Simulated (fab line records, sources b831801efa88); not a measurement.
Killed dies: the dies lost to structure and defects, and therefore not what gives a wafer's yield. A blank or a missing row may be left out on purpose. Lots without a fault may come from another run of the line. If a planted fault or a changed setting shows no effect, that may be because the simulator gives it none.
fab line records	flow sky130	part 1 of 2: steps 1 to 32 of 41
[record] lots = 5	wafers = 15	last-day = 48
route steps=708 shown CAPM@553 METAL3@555 VIA3@573
lots with no fault: from the same line, run without faults
start-h: the number of hours between the record's first day and the start of the first shown wafer of the lot	wait-h: hours since the lot's step before	" as in the row above	L1.1+2: a row that stands for several wafers	- either no value or no given start	* or withheld: withheld	< > ~ a bound
route shown NAME@n: NAME is a module with steps in the file, n the number in the route of the first one	usual: mean and standard deviation over wafers with no fault	same: alike in all rows	chamber/n: place in a boat	sites: each site's reading	_std_site: how widely they spread, as a standard deviation	_edge_site: mean of outer sites minus mean of inner sites	radius-mm: for every site, how far away it sits from the centre of the wafer	mask NAME#n: copy n	behind: tool/chamber where the wafer was last shaped	hold: the reason the lot was held/the length of the hold in hours/how it ended	device: names the non-switching transistor (n, p or np)	end of line: the same wafers' tests at the end of the route	where a step has no rows: the recipe by itself	killed: not the wafer's yield, but the dies lost to structure and defects at the first sort	map: the dies of a wafer, with x for killed, . for not killed, _ for no die there
set.NAME: setting as actually run; set.NAME@STEP: the setting as run at that earlier step	model.NAME: the simulator's own value behind a step, which no gauge read
lots at some steps of the route; a table a step, a row a wafer
services: a tool's chamber out of use, with start hour (start-h, from the record's first day; less than 0 if before it), hours out, and reason
[[steps]]
[step SKY_CAPM_CLEAN_16]
[recipe] chemistry = IPA	time-s = 180	temp-c = 25
lot.wafer	tool	chamber	start-h	wait-h
L074.1+4+6	wet-bench-04	0	877.27	0.0
L077.2+4+5	wet-bench-03	0	892.55	0.0
L081.4+5+6	wet-bench-04	0	934.88	0.0
L086.3+4+5	wet-bench-03	1	963.37	0.0
L088.1+3+6	wet-bench-01	3	981.27	0.0
[step SKY_CAPM_CLEAN_17]
[recipe] chemistry = O3/DIW	dry = n2-spin
lot.wafer	tool	chamber	start-h	wait-h
L074.1+4+6	wet-bench-01	1	877.33	0.0
L077.2+4+5	wet-bench-04	0	892.61	0.0
L081.4+5+6	wet-bench-04	0	934.94	0.0
L086.3+4+5	wet-bench-01	1	963.43	0.0
L088.1+3+6	wet-bench-04	0	981.34	0.0
[step SKY_METAL3_DEHYDRATE_05]
[recipe] temp-c = 200	time-s = 60
lot.wafer	tool	chamber	start-h	wait-h
L074.1+4+6	litho-track-03	0	890.27	12.8
L077.2+4+5	litho-track-03	0	904.19	11.5
L081.4+5+6	litho-track-02	0	947.21	12.2
L086.3+4+5	litho-track-02	0	975.83	12.3
L088.1+3+6	litho-track-03	0	992.37	10.9
[step SKY_METAL3_HMDS_06]
[recipe] prime-time-s = 60	prime-temp-c = 120
lot.wafer	tool	chamber	start-h	wait-h
L074.1+4+6	litho-track-03	0	890.42	0.1
L077.2+4+5	litho-track-03	0	904.34	0.1
L081.4+5+6	litho-track-02	0	947.36	0.1
L086.3+4+5	litho-track-02	0	975.98	0.1
L088.1+3+6	litho-track-03	0	992.52	0.1
[step SKY_METAL3_COAT_07]
[recipe] resist = BARC	temp-c = withheld	time-s = withheld	spin-rpm = 3000	resist-thk-nm = 60
lot.wafer	tool	chamber	start-h	wait-h
L074.1+4+6	litho-track-03	0	890.57	0.1
L077.2+4+5	litho-track-03	0	904.49	0.1
L081.4+5+6	litho-track-02	0	947.51	0.1
L086.3+4+5	litho-track-02	0	976.13	0.1
L088.1+3+6	litho-track-03	0	992.67	0.1
[step SKY_METAL3_COAT_08]
[recipe] resist = KrF-thick	spin-rpm = 3000	resist-thk-nm = 1140
lot.wafer	tool	chamber	start-h	wait-h
L074.1+4+6	litho-track-03	0	-	-
L077.2+4+5	litho-track-03	0	-	-
L081.4+5+6	litho-track-02	0	-	-
L086.3+4+5	litho-track-02	0	-	-
L088.1+3+6	litho-track-03	0	-	-
[step SKY_METAL3_SOFTBAKE_09]
[recipe] temp-c = 100	time-s = 90	resist = KrF-thick
lot.wafer	tool	chamber	start-h	wait-h
L074.1+4+6	litho-track-03	0	-	-
L077.2+4+5	litho-track-03	0	-	-
L081.4+5+6	litho-track-02	0	-	-
L086.3+4+5	litho-track-02	0	-	-
L088.1+3+6	litho-track-03	0	-	-
[step SKY_METAL3_EXPOSE_10]
[recipe] mask-id = MM3	na = 0.68	source-shape = annular	sigma-inner = 0.4	sigma-outer = 0.8	target-cd-nm = 300	dose-mj = 28
[usual] reticle-temp-C = 23.00/0.11
lot.wafer	tool	chamber	start-h	wait-h	mask	reticle-temp-C
L074.1	krf-scanner-01	0	-	-	MM3#0	23.03
L074.4	"	0	"	"	MM3#0	23.10
L074.6	"	0	"	"	MM3#0	22.98
L077.2	krf-scanner-01	0	-	-	MM3#0	23.19
L077.4	"	0	"	"	MM3#0	23.00
L077.5	"	0	"	"	MM3#0	23.02
L081.4	krf-scanner-01	0	-	-	MM3#0	23.10
L081.5	"	0	"	"	MM3#0	23.13
L081.6	"	0	"	"	MM3#0	22.96
L086.3	krf-scanner-02	0	-	-	MM3#0	23.11
L086.4	"	0	"	"	MM3#0	23.13
L086.5	"	0	"	"	MM3#0	23.10
L088.1	krf-scanner-02	0	-	-	MM3#0	22.79
L088.3	"	0	"	"	MM3#0	22.94
L088.6	"	0	"	"	MM3#0	22.95
[step SKY_METAL3_PEB_11]
[recipe] peb-temp-c = withheld	peb-time-s = withheld	resist = KrF-thick
lot.wafer	tool	chamber	start-h	wait-h
L074.1+4+6	litho-track-03	0	-	-
L077.2+4+5	litho-track-02	0	-	-
L081.4+5+6	litho-track-01	0	-	-
L086.3+4+5	litho-track-01	0	-	-
L088.1+3+6	litho-track-02	0	-	-
[step SKY_METAL3_DEVELOP_12]
[recipe] develop-time-s = 60	resist = KrF-thick	dev-temp-c = 21
lot.wafer	tool	chamber	start-h	wait-h
L074.1+4+6	litho-track-03	0	-	-
L077.2+4+5	litho-track-02	0	-	-
L081.4+5+6	litho-track-01	0	-	-
L086.3+4+5	litho-track-01	0	-	-
L088.1+3+6	litho-track-02	0	-	-
[step SKY_METAL3_CD_MEAS_13]
[recipe] target-cd-nm = 300
[usual] cd-nm = 300.2/1.6
lot.wafer	tool	chamber	start-h	wait-h	cd-nm
L074.1	cd-sem-02	-	903.82	-	299.2
L074.4	"	-	"	"	300.1
L074.6	"	-	"	"	298.8
L077.2	cd-sem-01	-	917.40	-	299.0
L077.4	"	-	"	"	300.0
L077.5	"	-	"	"	302.9
L081.4	cd-sem-02	-	959.87	-	299.2
L081.5	"	-	"	"	298.7
L081.6	"	-	"	"	298.1
L086.3	cd-sem-01	-	988.20	-	300.3
L086.4	"	-	"	"	299.5
L086.5	"	-	"	"	301.2
L088.1	cd-sem-02	-	1005.28	-	300.2
L088.3	"	-	"	"	300.4
L088.6	"	-	"	"	298.8
[step SKY_METAL3_OVL_MEAS_14]
[usual] METAL3_OVL = 2/4.8
lot.wafer	tool	chamber	start-h	wait-h	METAL3_OVL[nm]
L074.1	overlay-01	-	903.94	0.1	2
L074.4	"	-	"	"	4
L074.6	"	-	"	"	1
L077.2	overlay-01	-	917.51	0.1	-4
L077.4	"	-	"	"	-2
L077.5	"	-	"	"	-2
L081.4	overlay-02	-	959.95	0.1	3
L081.5	"	-	"	"	-2
L081.6	"	-	"	"	-11
L086.3	overlay-02	-	988.30	0.1	4
L086.4	"	-	"	"	9
L086.5	"	-	"	"	7
L088.1	overlay-01	-	1005.40	0.1	12
L088.3	"	-	"	"	3
L088.6	"	-	"	"	2
[step SKY_METAL3_DESCUM_15]
[recipe] chemistry = O2	source-power-w = 150	bias-power-w = 0	pressure-mtorr = 10	temp-c = 40	time-s = 8
[usual] drypump-motor-current-A = 5.66/0.21	oes-product-au = 1.003/0.0097
lot.wafer	tool	chamber	start-h	wait-h	drypump-motor-current-A	oes-product-au	rf-hours-counter-h
L074.1	rie-metal-01	0	903.97	0.0	5.30	1.008	15
L074.4	"	1	"	"	5.68	1.001	-
L074.6	"	0	"	"	5.32	1.007	-
L077.2	rie-metal-02	1	917.54	0.0	5.70	0.992	4
L077.4	"	0	"	"	5.94	1.016	-
L077.5	"	1	"	"	5.69	0.999	-
L081.4	rie-metal-01	1	959.98	0.0	5.69	0.988	-
L081.5	"	1	"	"	5.67	0.993	-
L081.6	"	0	"	"	5.31	0.999	-
L086.3	rie-metal-01	1	988.33	0.0	5.68	0.999	-
L086.4	"	0	"	"	5.29	1.004	-
L086.5	"	0	"	"	5.30	1.006	-
L088.1	rie-metal-02	1	1005.44	0.0	5.70	0.997	8
L088.3	"	0	"	"	5.90	0.997	-
L088.6	"	1	"	"	5.70	1.002	-
[step SKY_METAL3_ETCH_16]
[recipe] chemistry = N2/H2	target = BARC	ion-energy-ev = 200	bias-w = 100	pressure-mtorr = 30	n2-flow-sccm = 100	h2-flow-sccm = 200	icp-w = 500	stop-on = SiO2	time-s = 88.2	target-depth-a = 600
[usual] bias-w = 100.0/0.33	drypump-motor-current-A = 5.67/0.22	oes-product-au = 0.626/0.0043	throttle-valve-pct = 13.204/0.0085
lot.wafer	tool	chamber	start-h	wait-h	bias-w	drypump-motor-current-A	oes-product-au	rf-hours-counter-h	throttle-valve-pct
L074.1	rie-metal-01	0	904.01	0.0	100.5	5.29	0.628	15	13.200
L074.4	"	1	"	"	99.9	5.69	0.625	-	13.214
L074.6	"	0	"	"	100.7	5.29	0.637	-	13.203
L077.2	rie-metal-02	1	917.57	0.0	99.6	5.70	0.621	4	13.208
L077.4	"	0	"	"	100.4	5.99	0.628	-	13.200
L077.5	"	1	"	"	99.9	5.69	0.632	-	13.210
L081.4	rie-metal-01	1	960.03	0.0	99.8	5.69	0.626	-	13.198
L081.5	"	1	"	"	100.1	5.70	0.618	-	13.198
L081.6	"	0	"	"	99.8	5.31	0.626	-	13.214
L086.3	rie-metal-01	1	988.38	0.0	100.1	5.67	0.623	-	13.203
L086.4	"	0	"	"	100.1	5.29	0.625	-	13.194
L086.5	"	0	"	"	99.8	5.28	0.626	-	13.203
L088.1	rie-metal-02	1	1005.47	0.0	99.8	5.72	0.626	8	13.196
L088.3	"	0	"	"	99.8	5.98	0.621	-	13.192
L088.6	"	1	"	"	99.7	5.71	0.626	-	13.198
[step SKY_METAL3_ETCH_17]
[recipe] target = SiO2	stop-on = TiN	chemistry = C4F8/O2/Ar	source-w = 1500	bias-w = 1200	pressure-mtorr = 40	c4f8-flow-sccm = withheld	O2_flow_sccm = 6	Ar_flow_sccm = 300	time-s = 3.9	target-depth-a = 150
[usual] bias-w = 1200/3.3	oes-product-au = 0.754/0.0079
lot.wafer	tool	chamber	start-h	wait-h	bias-w	oes-product-au	rf-hours-counter-h
L074.1	rie-diel-01	0	904.10	0.1	1197	0.760	12
L074.4	"	0	"	"	1197	0.759	-
L074.6	"	1	"	"	1201	0.762	-
L077.2	rie-diel-01	3	917.67	0.1	1200	0.751	17
L077.4	"	0	"	"	1206	0.757	12
L077.5	"	2	"	"	1204	0.760	-
L081.4	rie-diel-03	2	960.11	0.0	1200	0.749	-
L081.5	"	3	"	"	1207	0.744	-
L081.6	"	1	"	"	1198	0.748	-
L086.3	rie-diel-02	1	988.45	0.0	1204	0.756	11
L086.4	"	0	"	"	1198	0.774	10
L086.5	"	1	"	"	1200	0.754	-
L088.1	rie-diel-03	0	1005.57	0.1	1202	0.745	2
L088.3	"	2	"	"	1198	0.760	11
L088.6	"	1	"	"	1200	0.757	-
[step SKY_METAL3_METAL_ETCH_18]
[recipe] target-depth-a = 8450	stop-on = SiO2	over-etch-frac = 0.3	time-s = 183.1	chemistry = Cl2/BCl3	resist-sidewall-deg = 88	pressure-mtorr = 10	icp-w = 900	bias-w = 48.5	Cl2_flow_sccm = 60	bcl3-flow-sccm = 30
[usual] bias-w = 48.53/0.13	drypump-motor-current-A = 5.63/0.19	oes-product-au = 0.864/0.0077	throttle-valve-pct = 22.264/0.0092
[same] over-etch-frac = 0.3
lot.wafer	tool	chamber	start-h	wait-h	bias-w	drypump-motor-current-A	oes-product-au	rf-hours-counter-h	throttle-valve-pct
L074.1	rie-metal-03	0	904.12	0.0	48.56	5.78	0.855	3	22.262
L074.4	"	0	"	"	48.68	5.80	0.871	-	22.253
L074.6	"	1	"	"	48.53	5.53	0.868	-	22.258
L077.2	rie-metal-03	1	917.69	0.0	48.59	5.53	0.865	18	22.277
L077.4	"	0	"	"	48.42	5.81	0.875	-	22.257
L077.5	"	1	"	"	48.51	5.52	0.864	-	22.256
L081.4	rie-metal-03	0	960.18	0.1	48.28	5.79	0.868	-	22.252
L081.5	"	0	"	"	48.53	5.78	0.862	-	22.254
L081.6	"	1	"	"	48.53	5.51	0.860	-	22.268
L086.3	rie-metal-02	1	988.55	0.1	48.46	5.73	0.864	-	22.256
L086.4	"	0	"	"	48.36	5.90	0.869	-	22.250
L086.5	"	0	"	"	48.20	5.92	0.860	-	22.267
L088.1	rie-metal-03	1	1005.59	0.0	48.58	5.51	0.873	23	22.256
L088.3	"	0	"	"	48.36	5.76	0.856	-	22.258
L088.6	"	0	"	"	48.53	5.79	0.864	-	22.272
[step SKY_METAL3_STRIP_19]
[recipe] chemistry = O2/N2	power-w = 1400	pressure-mtorr = 1500	platen-temp-c = withheld	o2-flow-sccm = 3000	n2-flow-sccm = 300	overash-fraction = 0.5
[usual] drypump-motor-current-A = 5.7/0.54	oes-product-au = 0.501/0.0054	strip-time-to-endpoint-s = 6.50/0.08
lot.wafer	tool	chamber	start-h	wait-h	drypump-motor-current-A	oes-product-au	rf-hours-counter-h	strip-time-to-endpoint-s
L074.1	plasma-asher-02	0	904.30	0.1	5.5	0.504	47	6.56
L074.4	"	1	"	"	5.4	0.502	-	6.50
L074.6	"	1	"	"	5.4	0.504	-	6.43
L077.2	plasma-asher-02	0	917.86	0.1	5.5	0.490	48	6.32
L077.4	"	0	"	"	5.5	0.501	-	6.45
L077.5	"	0	"	"	5.5	0.487	-	6.34
L081.4	plasma-asher-01	1	960.33	0.1	5.4	0.504	-	6.52
L081.5	"	0	"	"	6.6	0.498	-	6.52
L081.6	"	1	"	"	5.4	0.491	-	6.38
L086.3	plasma-asher-01	0	988.74	0.1	6.6	0.493	-	6.57
L086.4	"	1	"	"	5.4	0.504	-	6.42
L086.5	"	1	"	"	5.4	0.504	-	6.44
L088.1	plasma-asher-01	1	1005.76	0.1	5.4	0.497	87	6.45
L088.3	"	0	"	"	6.6	0.489	-	6.44
L088.6	"	0	"	"	6.6	0.505	-	6.45
[step SKY_METAL3_STRIP_20]
[recipe] chemistry = post-etch-residue-remover	time-s = 1200	temp-c = 72.5
[usual] bath-guard-temp-C = 72.7/0.37
lot.wafer	tool	chamber	start-h	wait-h	bath-guard-temp-C
L074.1	wet-bench-04	1	904.40	0.1	72.9
L074.4	"	1	"	"	72.8
L074.6	"	1	"	"	72.9
L077.2	wet-bench-01	0	917.96	0.1	72.2
L077.4	"	0	"	"	72.0
L077.5	"	0	"	"	72.1
L081.4	wet-bench-01	3	960.40	0.0	72.7
L081.5	"	3	"	"	72.6
L081.6	"	3	"	"	72.9
L086.3	wet-bench-02	3	988.81	0.0	73.2
L086.4	"	3	"	"	72.9
L086.5	"	3	"	"	73.0
L088.1	wet-bench-01	1	1005.86	0.1	72.3
L088.3	"	1	"	"	72.4
L088.6	"	1	"	"	72.3
[step SKY_METAL3_CLEAN_21]
[recipe] chemistry = IPA	time-s = 180	temp-c = 25
lot.wafer	tool	chamber	start-h	wait-h
L074.1+4+6	wet-bench-02	3	904.74	0.0
L077.2+4+5	wet-bench-02	0	918.65	0.0
L081.4+5+6	wet-bench-04	0	960.74	0.0
L086.3+4+5	wet-bench-01	0	989.15	0.0
L088.1+3+6	wet-bench-02	0	1006.21	0.0
[step SKY_METAL3_CLEAN_22]
[recipe] chemistry = O3/DIW	dry = n2-spin
lot.wafer	tool	chamber	start-h	wait-h
L074.1+4+6	wet-bench-04	0	904.81	0.0
L077.2+4+5	wet-bench-04	3	918.71	0.0
L081.4+5+6	wet-bench-02	3	960.80	0.0
L086.3+4+5	wet-bench-04	3	989.21	0.0
L088.1+3+6	wet-bench-04	0	1006.26	0.0
[step SKY_VIA3_HDPCVD_00]
[recipe] material = SiO2	target-thk-nm = 1635	sigma-open-frac = 0.3	time-s = 272.5	temp-c = 400	sih4-flow-sccm = 60	pressure-mtorr = 6
lot.wafer	tool	chamber	start-h	wait-h
L074.1+4+6	hdpcvd-02	2,2,1	904.90	0.0
L077.2+4+5	hdpcvd-02	1,2,1	918.81	0.0
L081.4+5+6	hdpcvd-01	0,1,2	960.97	0.1
L086.3+4+5	hdpcvd-01	1,1,2	989.31	0.0
L088.1+3+6	hdpcvd-01	2,0,2	1006.36	0.0
[step SKY_VIA3_THK_MEAS_01]
[recipe] reads = SiO2_of_VIA3_HDPCVD_00
[usual] VIA3_HDPCVD_THK = 1634/24
lot.wafer	tool	chamber	start-h	wait-h	VIA3_HDPCVD_THK[nm]
L074.1	film-metro-04	-	905.07	0.1	1596
L074.4	"	-	"	"	1601
L074.6	"	-	"	"	1653
L077.2	film-metro-03	-	918.98	0.1	1647
L077.4	"	-	"	"	1593
L077.5	"	-	"	"	1634
L081.4	film-metro-02	-	961.09	0.0	1666
L081.5	"	-	"	"	1662
L081.6	"	-	"	"	1649
L086.3	film-metro-02	-	989.49	0.1	1673
L086.4	"	-	"	"	1649
L086.5	"	-	"	"	1632
L088.1	film-metro-04	-	1006.52	0.1	1627
L088.3	"	-	"	"	1634
L088.6	"	-	"	"	1613
[step SKY_VIA3_CMP_02]
[recipe] material = SiO2	down-force-psi = 4	platen-rpm = 60	pad-velocity-m-s = 0.94248
[usual] motor-current-A = 11.6/0.92
lot.wafer	tool	chamber	start-h	wait-h	motor-current-A
L074.4	cmp-01	1	905.23	0.1	11.1
L074.1	"	2	"	"	10.5
L074.6	"	3	"	"	11.5
L077.2	cmp-01	0	919.03	0.0	12.8
L077.4	"	2	"	"	10.5
L077.5	"	1	"	"	10.4
L081.4	cmp-01	2	961.27	0.2	10.8
L081.6	"	3	"	"	12.5
L081.5	"	0	"	"	12.8
L086.4	cmp-01	3	989.60	0.1	12.7
L086.3	"	2	"	"	10.4
L086.5	"	3	"	"	12.0
L088.3	cmp-01	1	1006.63	0.1	10.3
L088.1	"	3	"	"	12.3
L088.6	"	1	"	"	10.2
[step SKY_VIA3_BOW_MEAS_03]
[recipe] mode = bow
[usual] VIA3_BOW = 78/7
lot.wafer	tool	chamber	start-h	wait-h	VIA3_BOW[um]
L074.1	film-metro-02	-	905.43	0.1	80
L074.4	"	-	"	"	78
L074.6	"	-	"	"	84
L077.2	film-metro-02	-	919.35	0.3	81
L077.4	"	-	"	"	73
L077.5	"	-	"	"	80
L081.4	film-metro-02	-	961.48	0.2	64
L081.5	"	-	"	"	67
L081.6	"	-	"	"	79
L086.3	film-metro-02	-	989.94	0.1	87
L086.4	"	-	"	"	77
L086.5	"	-	"	"	81
L088.1	film-metro-04	-	1006.88	0.1	78
L088.3	"	-	"	"	83
L088.6	"	-	"	"	67
[step SKY_VIA3_DEHYDRATE_04]
[recipe] temp-c = 200	time-s = 60
lot.wafer	tool	chamber	start-h	wait-h
L074.1+4+6	litho-track-03	0	917.27	11.8
L077.2+4+5	litho-track-03	0	930.99	11.6
L081.4+5+6	litho-track-04	0	973.49	12.0
L086.3+4+5	litho-track-04	0	1001.37	11.4
L088.1+3+6	litho-track-02	0	1017.43	10.5
[step SKY_VIA3_HMDS_05]
[recipe] prime-time-s = 60	prime-temp-c = 120
lot.wafer	tool	chamber	start-h	wait-h
L074.1+4+6	litho-track-03	0	917.42	0.1
L077.2+4+5	litho-track-03	0	931.14	0.1
L081.4+5+6	litho-track-04	0	973.64	0.1
L086.3+4+5	litho-track-04	0	1001.52	0.1
L088.1+3+6	litho-track-02	0	1017.58	0.1
[step SKY_VIA3_COAT_06]
[recipe] resist = BARC	temp-c = withheld	time-s = withheld	spin-rpm = 3000	resist-thk-nm = 60
lot.wafer	tool	chamber	start-h	wait-h
L074.1+4+6	litho-track-03	0	917.57	0.1
L077.2+4+5	litho-track-03	0	931.29	0.1
L081.4+5+6	litho-track-04	0	973.79	0.1
L086.3+4+5	litho-track-04	0	1001.67	0.1
L088.1+3+6	litho-track-02	0	1017.73	0.1
[step SKY_VIA3_COAT_07]
[recipe] resist = KrF-thick	spin-rpm = 3000	resist-thk-nm = 450
lot.wafer	tool	chamber	start-h	wait-h
L074.1+4+6	litho-track-03	0	-	-
L077.2+4+5	litho-track-03	0	-	-
L081.4+5+6	litho-track-04	0	-	-
L086.3+4+5	litho-track-04	0	-	-
L088.1+3+6	litho-track-02	0	-	-
[step SKY_VIA3_SOFTBAKE_08]
[recipe] temp-c = 100	time-s = 90	resist = KrF-thick
lot.wafer	tool	chamber	start-h	wait-h
L074.1+4+6	litho-track-03	0	-	-
L077.2+4+5	litho-track-03	0	-	-
L081.4+5+6	litho-track-04	0	-	-
L086.3+4+5	litho-track-04	0	-	-
L088.1+3+6	litho-track-02	0	-	-
[step SKY_VIA3_EXPOSE_09]
[recipe] mask-id = VIM3	na = 0.8	source-shape = annular	sigma-inner = 0.55	sigma-outer = 0.85	target-cd-nm = 200	dose-mj = 38
[usual] reticle-temp-C = 23.01/0.09
lot.wafer	tool	chamber	start-h	wait-h	mask	reticle-temp-C
L074.1	krf-scanner-01	0	-	-	VIM3#0	22.93
L074.4	"	0	"	"	VIM3#0	22.99
L074.6	"	0	"	"	VIM3#0	23.13
L077.2	krf-scanner-02	0	-	-	VIM3#0	22.94
L077.4	"	0	"	"	VIM3#0	22.89
L077.5	"	0	"	"	VIM3#0	22.83
L081.4	krf-scanner-01	0	-	-	VIM3#0	22.97
L081.5	"	0	"	"	VIM3#0	22.90
L081.6	"	0	"	"	VIM3#0	22.85
L086.3	krf-scanner-01	0	-	-	VIM3#0	23.14
L086.4	"	0	"	"	VIM3#0	23.04
L086.5	"	0	"	"	VIM3#0	23.04
L088.1	krf-scanner-02	0	-	-	VIM3#0	22.99
L088.3	"	0	"	"	VIM3#0	22.81
L088.6	"	0	"	"	VIM3#0	23.04
[step SKY_VIA3_PEB_10]
[recipe] peb-temp-c = withheld	peb-time-s = withheld	resist = KrF-thick
lot.wafer	tool	chamber	start-h	wait-h
L074.1+4+6	litho-track-02	0	-	-
L077.2+4+5	litho-track-04	0	-	-
L081.4+5+6	litho-track-02	0	-	-
L086.3+4+5	litho-track-04	0	-	-
L088.1+3+6	litho-track-04	0	-	-
[step SKY_VIA3_DEVELOP_11]
[recipe] develop-time-s = 60	resist = KrF-thick	dev-temp-c = 21
lot.wafer	tool	chamber	start-h	wait-h
L074.1+4+6	litho-track-02	0	-	-
L077.2+4+5	litho-track-04	0	-	-
L081.4+5+6	litho-track-02	0	-	-
L086.3+4+5	litho-track-04	0	-	-
L088.1+3+6	litho-track-04	0	-	-
